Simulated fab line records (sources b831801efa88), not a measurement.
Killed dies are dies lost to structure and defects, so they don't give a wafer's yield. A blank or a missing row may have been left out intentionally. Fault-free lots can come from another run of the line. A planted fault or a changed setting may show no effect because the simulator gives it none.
The tool behind it: which one? | flow sky130 | 11 lots, 33 wafers sampled, at 1 step of a route of 708

## WHAT THE GAUGES SHOWED, per wafer
SKY_FIELD_ISO_BOW_MEAS_00. Usual: INCOMING_BOW typically reads 0 um, with standard deviation 6.2.
lot  | measured    | on            | INCOMING_BOW (um) | flag
L373 | day 2 01:01 | film_metro-01 | 16 4 5            |
L381 | day 3 17:00 | film_metro-04 | -1 -8 8           |
L382 | day 3 22:01 | film_metro-03 | -5 -4 -3          |
L383 | day 4 03:01 | film_metro-01 | 1 7 6             |
L387 | day 4 23:01 | film_metro-01 | 5 -1 -2           |
L388 | day 5 04:02 | film_metro-03 | -3 -2 -6          |
L389 | day 5 09:00 | film_metro-03 | 0 -7 8            |
L390 | day 5 14:02 | film_metro-03 | 5 -2 -3           |
L391 | day 5 19:00 | film_metro-01 | -1 -6 1           |
L392 | day 6 00:04 | film_metro-04 | -3 4 -6           |
L393 | day 6 05:01 | film_metro-04 | -4 -4 -4          |

## EACH LOT AND THE TOOL THAT RAN IT (in order: tool; ch and the chambers of the sampled wafers; start)
Record: no process step prior to these readings.

## AS READ BY THE TOOLS THEMSELVES (means over the sampled wafers that have a number; for cases with no such wafer, the mark the record gives instead)
The record holds no such reading with a usual standard deviation.

## THE ANSWER, worked out from the rows above alone
Rule: take the mean of a lot's wafers that have a number; if it is more than 3 standard deviations from the usual mean, the lot is off. A lot without any number at a reading at which 4 lots or more have one is off too. Where the step has rows for the other lots, those lots are counted as sound. After the gauges, taken in route order, come the tools' own readings; for these a lot's mean is taken, as printed above. At the first step where some lot is off, the reading lying furthest off is the one used; lots without a number count as furthest.
No lot is off at any reading shown: from this, nothing can be told.

## WHAT THE SIMULATOR HAD PUT IN
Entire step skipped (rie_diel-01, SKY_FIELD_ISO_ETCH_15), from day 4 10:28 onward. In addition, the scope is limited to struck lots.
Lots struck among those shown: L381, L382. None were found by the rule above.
